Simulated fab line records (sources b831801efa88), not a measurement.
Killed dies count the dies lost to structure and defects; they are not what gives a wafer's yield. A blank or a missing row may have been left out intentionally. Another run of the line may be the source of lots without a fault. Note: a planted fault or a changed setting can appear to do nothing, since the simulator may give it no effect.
A struck lot beside a sound one ; flow sky130 ; 43 steps out of a route of 708
Sound: the wafers L331.1, L331.4, L331.5. Struck: wafer L344.2. (L344.4, L344.6 of the same lot were not struck and are left out.) The cause comes at the end.
Order at every step that has rows: each side's tool, ch and its chambers, its first start. Under that, the readings that differ: sound wafers ; struck wafers ; difference of the means ; sigmas: that difference in standard deviations of wafers without a fault.
alike: words and numbers the same on both sides, and readings whose means are apart by under 2 such deviations; not compared: readings that were withheld, readings missing a value for some wafer, numbers with overlapping values and no deviation given by the record, and bounds like >300 which may hide the same value.
Wherever a step has rows on one side only, a row that says differs or no value, or a row with sigmas, the two part there. Non-overlapping numbers with no deviation appear without sigmas and do not part them. A reading that every wafer of one side lacks parts them only if that side has two wafers or more.

first, 3 steps without rows for these wafers: SKY_VIA1_STRIP_17 (strips in post etch residue remover, time 1200 s); SKY_VIA1_CLEAN_18 (cleans in IPA, time 180 s); SKY_VIA1_CLEAN_19 (cleans in O3/DIW).
SKY_VIA1_SPUTTER_20: material TiN, target thk 20 nm, time 80 s.
  sound on pvdSputter-02, day 34 10:23; struck on pvdSputter-03, day 38 18:38
  alike: throttleValvePct
then, 1 step without rows for these wafers: SKY_VIA1_CVD_21 (deposits W, target thk 270 nm, time 80.902 s).
SKY_VIA1_RS_MEAS_22: measurement is done with a four-point probe.
  sound on filmMetro-01, day 34 10:32; struck on filmMetro-04, day 38 18:48
  alike: VIA1_W_RS
SKY_VIA1_THK_MEAS_23: measures by xrf.
  sound on filmMetro-01, day 34 10:40; struck on filmMetro-04, day 38 18:55
  alike: VIA1_W_THK
SKY_VIA1_CMP_24: polishes, stops on SiO2, t overpolish 15 s, target thk 0 nm.
  sound on cmp-02 ch 1,2,3, day 34 10:43; struck on cmp-01 ch 3, day 38 18:58
  alike: motorCurrentA, overpolishRunS, timeToEndpointS
then, 4 steps without rows for these wafers: SKY_METAL2_SPUTTER_00 (material Ti, target thk 15 nm, time 10 s); SKY_METAL2_SPUTTER_01 (material TiN, target thk 20 nm, time 16.7 s); SKY_METAL2_SPUTTER_02 (material AlCu, target thk 250 nm, time 13.3 s); SKY_METAL2_SPUTTER_03 (material Ti, target thk 5 nm, time 3.3 s).
SKY_METAL2_SPUTTER_04: material TiN, target thk 70 nm, time 58.3 s.
  sound on pvdSputter-01, day 34 11:07; struck on pvdSputter-04, day 38 19:21
  alike: throttleValvePct
SKY_METAL2_RS_MEAS_05: measurement is done with a four-point probe.
  sound on filmMetro-04, day 34 11:10; struck on filmMetro-03, day 38 19:25
  alike: METAL2_ALCU_RS
SKY_METAL2_THK_MEAS_06: measures by xrf.
  sound on filmMetro-04, day 34 11:17; struck on filmMetro-03, day 38 19:32
  alike: METAL2_ALCU_THK
then, 8 steps without rows for these wafers: SKY_METAL2_DEHYDRATE_07 (time 60 s); SKY_METAL2_HMDS_08 (prime time 60 s); SKY_METAL2_COAT_09 (resist thk 60 nm); SKY_METAL2_COAT_10 (resist thk 450 nm); SKY_METAL2_SOFTBAKE_11 (time 90 s); SKY_METAL2_EXPOSE_12 (exposes mask MM2, target cd 140 nm); SKY_METAL2_PEB_13; SKY_METAL2_DEVELOP_14 (develop time 60 s).
SKY_METAL2_CD_MEAS_15: target cd 140 nm.
  sound on cdSem-02, day 35 13:05; struck on cdSem-02, day 39 19:23
  alike: cdNm
SKY_METAL2_OVL_MEAS_16:
  sound on overlay-02, day 35 13:13; struck on overlay-01, day 39 19:29
  alike: METAL2_OVL
then, 1 step without rows for these wafers: SKY_METAL2_DESCUM_17 (chemistry O2, time 8 s).
SKY_METAL2_ETCH_18: etches BARC in N2/H2, stops on SiO2, time 45.9 s, target depth 60 nm.
  sound on rieMetal-01 ch 0,1, day 35 13:17; struck on rieMetal-01 ch 0, day 39 19:33
  alike: chamberPressureMTorr, drypumpMotorCurrentA, oesProductAu, throttleValvePct
  not compared: rfHoursCounterH
SKY_METAL2_METAL_ETCH_19: etches the open film in Cl2/BCl3, stops on SiO2, target depth 360 nm, time 78 s.
  sound on rieMetal-01 ch 0,1, day 35 13:20; struck on rieMetal-01 ch 0, day 39 19:37
  alike: chamberPressureMTorr, drypumpMotorCurrentA, oesProductAu, throttleValvePct
  not compared: rfHoursCounterH
SKY_METAL2_STRIP_20: strips in O2/N2.
  sound on plasmaAsher-02 ch 0,1, day 35 13:26; struck on plasmaAsher-03 ch 1, day 39 19:43
  alike: chamberPressureMTorr, drypumpMotorCurrentA, oesProductAu, stripTimeToEndpointS
  not compared: rfHoursCounterH
then, 4 steps without rows for these wafers: SKY_METAL2_STRIP_21 (strips in post etch residue remover, time 1200 s); SKY_METAL2_CLEAN_22 (cleans in IPA, time 180 s); SKY_METAL2_CLEAN_23 (cleans in O3/DIW); SKY_VIA2_HDPCVD_00 (deposits SiO2, target thk 1180 nm, time 196.7 s).
SKY_VIA2_THK_MEAS_01:
  sound on filmMetro-03, day 35 14:11; struck on filmMetro-03, day 39 20:26
  alike: VIA2_HDPCVD_THK
then, 1 step without rows for these wafers: SKY_VIA2_CMP_02 (polishes SiO2).
SKY_VIA2_BOW_MEAS_03:
  sound on filmMetro-04, day 35 14:33; struck on filmMetro-03, day 39 20:49
  alike: VIA2_BOW
then, 6 steps without rows for these wafers: SKY_VIA2_DEHYDRATE_04 (time 60 s); SKY_VIA2_HMDS_05 (prime time 60 s); SKY_VIA2_COAT_06 (resist thk 60 nm); SKY_VIA2_COAT_07 (resist thk 450 nm); SKY_VIA2_SOFTBAKE_08 (time 90 s); SKY_VIA2_EXPOSE_09 (exposes mask VIM2, target cd 200 nm).
-- the record jumps here: 10 days lie between the struck wafers' starts before and after (it left off in module VIA2 and takes up again in module PAD_OPEN, whose first step shown is number 708 of the route) --
SKY_PAD_OPEN_PROBE_99:
  sound on prober-01, day 46 03:47; struck on prober-01, day 49 10:56
reading;sound;struck;difference;sigmas
hold;- - -;awaitDispo/1.7h/release;no value on the sound wafers;
defectLimitedYield (%);79.9 84.8 80.3;69.5;-12.2;-6
killed_at_M0_to_M3;56 39 43;107;+61;+8
killedDies;99 75 97;150;+60;+6
sort_bin_3_pad_short (%);0.6 1.0 1.2;3.5;+2.6;+6
sort_bin_5_function (%);13.4 9.6 11.4;21.5;+10.0;+7
sortNPass;393 417 395;342;-60;-6
sortYieldPct (%);79.9 84.8 80.3;69.5;-12.2;-6
model.etest.tester.sortNPass;393 417 395;342;-60;
model.etest.tester.sortYieldPct (%);79.88 84.76 80.28;69.51;-12.13;
model.etest.tester.sort_bin_5_pct (%);13.41 9.553 11.38;21.54;+10.09;
model.etest.tester.sort_bin_3_pct (%);0.6098 1.016 1.22;3.455;+2.506;
  alike: killed_at_M4_up, killedAtContacts, killedAtFrontEnd, killedAtOther, killedOpen, killedShort, sort_bin_6_memory

WHERE THEY PART
SKY_PAD_OPEN_PROBE_99 only, going by this record.

WHY: what the simulator had put in
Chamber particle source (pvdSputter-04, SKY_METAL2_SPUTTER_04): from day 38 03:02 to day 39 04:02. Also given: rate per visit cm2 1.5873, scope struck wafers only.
